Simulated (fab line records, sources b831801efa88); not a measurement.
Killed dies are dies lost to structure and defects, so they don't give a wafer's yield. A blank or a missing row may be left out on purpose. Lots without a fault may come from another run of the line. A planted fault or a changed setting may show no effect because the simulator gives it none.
A struck lot beside a sound one | flow sky130 | 17 steps out of a route of 708
Sound: wafers L343.1, L343.3, L343.5. Struck: wafers L339.1, L339.3, L339.5. The cause comes at the end.
At each step with rows: each side's tool, then ch and its chambers, then its first start. Under that, the readings that differ: sound wafers | struck wafers | difference of the means | sigmas: that difference in standard deviations of wafers without a fault.
alike: readings whose means differ by less than 2 such deviations, and words and numbers that are the same on both sides. not compared: withheld readings, readings that some wafer has no value for, bounds like >300 that may hide the same value, and numbers for which the record gives no deviation and whose values overlap.
The two part at a step that has a row with sigmas, a row that says differs or no value, or rows on one side only. Numbers that don't overlap but have no deviation are shown without sigmas and don't part them. A reading that every wafer of one side lacks parts them only if that side has two wafers or more.

SKY_VT_ADJUST_HVTP_OVL_MEAS_08:
  sound on overlay-02, day 10 12:21; struck on overlay-01, day 9 12:31
  alike: VT_ADJUST_HVTP_OVL
then, 1 step without rows for these wafers: SKY_VT_ADJUST_HVTP_IMPLANT_09.
SKY_VT_ADJUST_HVTP_STRIP_10: strips in O2/N2.
  sound on plasma_asher-02 ch 0,1, day 10 12:32; struck on plasma_asher-04 ch 1, day 9 12:42
  alike: drypump_motor_current_A, oes_product_au, strip_time_to_endpoint_s
  not compared: rf_hours_counter_h
SKY_VT_ADJUST_HVTP_TW_MEAS_11:
  sound on film_metro-03, day 10 12:38; struck on film_metro-04, day 9 12:48
  reading           | sound          | struck         | difference | sigmas
  VT_ADJUST_HVTP_TW | 1341 1332 1338 | 1376 1370 1375 | +37        | +2
then, 7 steps without rows for these wafers: SKY_VT_ADJUST_LVTN_DEHYDRATE_00 (time 60 s); SKY_VT_ADJUST_LVTN_HMDS_01 (prime time 60 s); SKY_VT_ADJUST_LVTN_COAT_02 (resist thk 3000 nm); SKY_VT_ADJUST_LVTN_SOFTBAKE_03; SKY_VT_ADJUST_LVTN_EXPOSE_04 (exposes mask NWM COMPLEMENT LESS NATIVE, target cd 840 nm); SKY_VT_ADJUST_LVTN_PEB_05; SKY_VT_ADJUST_LVTN_DEVELOP_06 (develop time 60 s).
SKY_VT_ADJUST_LVTN_OVL_MEAS_07:
  sound on overlay-01, day 11 11:26; struck on overlay-02, day 10 10:59
  alike: VT_ADJUST_LVTN_OVL
SKY_VT_ADJUST_LVTN_IMPLANT_08:
  sound on implanter-03 ch 0, day 11 11:28; struck on implanter-01 ch 0, day 10 11:01
  reading            | sound                            | struck                           | difference  | sigmas
  dose_ions_cm2      | 1.5665e+12 1.5703e+12 1.5684e+12 | 1.8343e+12 1.8357e+12 1.8359e+12 | +2.6690e+11 | +99 or more
  faraday_current_uA | 9.00 8.93 8.70                   | 10.38 10.66 10.05                | +1.49       | +9
  alike: beam_on_s, end_station_pressure_torr
SKY_VT_ADJUST_LVTN_STRIP_09: strips in O2/N2.
  sound on plasma_asher-01 ch 0,1, day 11 11:37; struck on plasma_asher-03 ch 0,1, day 10 11:10
  alike: drypump_motor_current_A, oes_product_au, strip_time_to_endpoint_s
  not compared: rf_hours_counter_h
SKY_VT_ADJUST_LVTN_TW_MEAS_10:
  sound on film_metro-01, day 11 11:43; struck on film_metro-01, day 10 11:16
  reading           | sound             | struck            | difference | sigmas
  VT_ADJUST_LVTN_TW | 243.3 244.3 245.2 | 257.3 254.5 256.1 | +11.7      | +4
then, 1 step without rows for these wafers: SKY_VT_ADJUST_LVTN_DEHYDRATE_11 (time 60 s).
-- the record jumps here: 39 days lie between the struck wafers' starts before and after (it left off in module VT_ADJUST_LVTN and takes up again in module PAD_OPEN, whose first step shown is number 708 of the route) --
SKY_PAD_OPEN_PROBE_99:
  sound on prober-02, day 49 15:11; struck on prober-02, day 48 23:22
  alike: killed_at_M0_to_M3, killed_at_M4_up, killed_at_contacts, killed_at_front_end, killed_at_other, killed_dies, killed_on_rim, killed_open, killed_short
  not compared: model.etest.nfet_01v8_lvt.body_rise_v

WHERE THEY PART
First at SKY_VT_ADJUST_HVTP_TW_MEAS_11; last, within this record, at SKY_VT_ADJUST_LVTN_TW_MEAS_10. Later steps at which nothing parts them and some readings are alike: SKY_PAD_OPEN_PROBE_99.

WHY: what the simulator had put in
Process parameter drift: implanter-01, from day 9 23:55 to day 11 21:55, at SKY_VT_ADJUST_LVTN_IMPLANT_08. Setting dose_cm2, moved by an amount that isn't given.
